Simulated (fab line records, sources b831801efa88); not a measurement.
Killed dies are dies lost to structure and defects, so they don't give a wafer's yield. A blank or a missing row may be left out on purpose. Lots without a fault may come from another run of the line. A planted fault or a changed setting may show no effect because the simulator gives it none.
Problem report in the 8D (eight disciplines) form, filled by code | flow sky130 | the parts of the form that need people (team, actions taken, sign-off) are left out

1. THE PROBLEM
run_length_s at SKY_FIELD_ISO_ETCH_17 reads a mean of 133.4 s on 2 wafers of 2 lots; wafers without a fault read 126.1 s with a standard deviation of 0.33. That is +22 standard deviations from the usual mean.
The step: etches Si in HBr/Cl2/O2, target depth 342 nm, time 97.7 s.
First seen on wafer L812.6, day 5 08:01, on rie_si-02. The record holds 36 wafers of 12 lots with a number at this step. Rule for "out", or "out of limits": more than 4 standard deviations from the usual mean. The other wafers with a number count as sound.

2. WHAT IT IS AND WHAT IT IS NOT
question                    | is               | is not
which readings at this step | run_length_s     | O2_flow_sccm, drypump_motor_current_A, oes_product_au, rf_fwd_power_W, throttle_valve_pct
which lots                  | L812, L815       | L798, L799, L802, L804, L807, L809, L810, L813, L817, L821
which wafers of those lots  | L812.6, L815.6   | L812.1, L812.4, L815.1, L815.2
read on which tools         | rie_si-02        | rie_si-01
when                        | from day 5 08:01 | up to then (23 sound wafers); but 11 sound wafers of L813, L815, L817, L821 came after

3. SUSPECTS, AND WHAT RULES EACH OUT
Counting: a tool at a process step up to the reading stays a suspect if it ran every lot that is out. Sound lots after the first of them don't rule it out here, since some wafers of a struck lot are sound.
- rie_si-02 at SKY_FIELD_ISO_ETCH_17 (etches Si in HBr/Cl2/O2, target depth 342 nm, time 97.7 s): kept. It ran every lot that is out, first L812 (day 5 08:01); its last sound lot up to then is L810 (day 4 19:37). Its own readings are out on those wafers: run_length_s.
- Within rie_si-02 at SKY_FIELD_ISO_ETCH_17: the wafers that are out ran in chamber 0; their sound lot-mates ran in chambers 1, 2, 3.
Left after counting: rie_si-02 at SKY_FIELD_ISO_ETCH_17.

4. THE CAUSE (what the simulator had put in)
Process parameter drift: rie_si-02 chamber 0, from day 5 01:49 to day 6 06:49, at SKY_FIELD_ISO_ETCH_17. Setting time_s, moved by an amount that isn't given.
Counting left only this tool.

5. THE CHAIN OF EFFECTS, in route order
Each row: a reading whose mean over the struck wafers that have a number lies more than 3 standard deviations from the usual. Only readings for which the record gives a usual standard deviation are gone through. hours: the time from each lot's start at the first step in this table that gives one to its start at this step, as a median over the lots. sigmas: the change in usual standard deviations.
hours | step                  | reading      | usual   | on struck wafers | change | sigmas
0     | SKY_FIELD_ISO_ETCH_17 | run_length_s | 126.1 s | 133.4            | +7.3   | +22
The process steps in it:
- SKY_FIELD_ISO_ETCH_17: etches Si in HBr/Cl2/O2, target depth 342 nm, time 97.7 s.
Later measuring or inspecting steps at which every struck wafer that the step has a row for has a number for every such reading, and none has moved that far: SKY_NWELL_TW_MEAS_15.

6. WHAT WOULD HAVE CAUGHT IT SOONER
In this record the first reading out of limits was taken at day 5 08:01, 6 hours after the fault began at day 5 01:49.
